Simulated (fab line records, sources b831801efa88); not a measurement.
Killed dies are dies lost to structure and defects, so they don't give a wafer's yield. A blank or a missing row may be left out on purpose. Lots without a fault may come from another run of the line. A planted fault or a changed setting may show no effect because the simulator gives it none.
Which tool did it? | flow sky130 | 10 lots, 30 wafers sampled, at 3 steps of a route of 708

WHAT THE GAUGES READ, wafer by wafer
SKY_LOCAL_INTERCONNECT_RS_MEAS_01: measures by four-point-probe.
lot  | measured     | on            | LOCAL_INTERCONNECT_TIN_RS (ohm/sq)
L230 | day 28 22:56 | film_metro-03 | 14.31 14.30 14.01
L233 | day 30 17:26 | film_metro-03 | 14.05 14.05 14.06
L234 | day 30 19:52 | film_metro-02 | 14.09 14.07 14.07
L235 | day 31 07:15 | film_metro-02 | 14.29 14.23 14.21
L237 | day 31 18:44 | film_metro-02 | 13.86 13.77 14.05
L239 | day 32 13:36 | film_metro-02 | 14.25 14.10 14.22
L243 | day 33 11:15 | film_metro-04 | 13.85 13.83 13.74
L246 | day 34 11:43 | film_metro-04 | 14.20 39.25 39.01
L251 | day 36 18:20 | film_metro-02 | 14.30 14.09 14.24
L252 | day 36 22:25 | film_metro-03 | 13.89 13.95 14.01

WHICH TOOL RAN EACH LOT (tool, then ch and the chambers of the sampled wafers, then the start)
lot  | SKY_LI_CONTACT_STRIP_16              | SKY_LOCAL_INTERCONNECT_SPUTTER_00
L230 | plasma_asher-03 ch 0,1, day 28 21:49 | pvd_sputter-02, day 28 22:51
L233 | plasma_asher-01 ch 0,1, day 30 16:19 | pvd_sputter-03, day 30 17:23
L234 | plasma_asher-04 ch 0,1, day 30 18:43 | pvd_sputter-01, day 30 19:47
L235 | plasma_asher-01 ch 0,1, day 31 06:07 | pvd_sputter-02, day 31 07:11
L237 | plasma_asher-01 ch 0,1, day 31 17:37 | pvd_sputter-01, day 31 18:40
L239 | plasma_asher-01 ch 0,1, day 32 12:28 | pvd_sputter-02, day 32 13:32
L243 | plasma_asher-04 ch 0,1, day 33 10:07 | pvd_sputter-03, day 33 11:10
L246 | plasma_asher-01 ch 0,1, day 34 10:37 | pvd_sputter-02, day 34 11:37
L251 | plasma_asher-01 ch 1, day 36 16:43   | pvd_sputter-03, day 36 18:16
L252 | plasma_asher-01 ch 0,1, day 36 20:37 | pvd_sputter-01, day 36 22:18
- SKY_LI_CONTACT_STRIP_16: strips in O2/N2.
- SKY_LOCAL_INTERCONNECT_SPUTTER_00: material TiN, target thk 100 nm, time 83.3 s.

THE ANSWER, worked out from the rows above alone
Rule: what is usual is taken from the lots themselves. Put in order of their means at a reading, lots are off if they are a third of the lots or fewer, leave a main group of 4 or more, and stand apart from it by a gap of 3 or more times the standard deviation of the main group's means; of several such gaps the widest counts. A main group whose means are all the same, to the digits that the tables above print for the reading, isn't used. A lot without any number at a reading at which 4 lots or more have one is off too. The other lots that the step has rows for count as sound.
Off: L246, at SKY_LOCAL_INTERCONNECT_RS_MEAS_01 (LOCAL_INTERCONNECT_TIN_RS). The main group: mean 14.07 ohm/sq, standard deviation 0.15.
A tool fits if, at a process step before that reading, it ran every lot that is off, and no sound lot after the first of them. The gauges at SKY_LOCAL_INTERCONNECT_RS_MEAS_01 are tried like those tools. Can't be told from this: 2 tools fit, pvd_sputter-02 at SKY_LOCAL_INTERCONNECT_SPUTTER_00, film_metro-04 at SKY_LOCAL_INTERCONNECT_RS_MEAS_01.

WHAT THE SIMULATOR HAD PUT IN
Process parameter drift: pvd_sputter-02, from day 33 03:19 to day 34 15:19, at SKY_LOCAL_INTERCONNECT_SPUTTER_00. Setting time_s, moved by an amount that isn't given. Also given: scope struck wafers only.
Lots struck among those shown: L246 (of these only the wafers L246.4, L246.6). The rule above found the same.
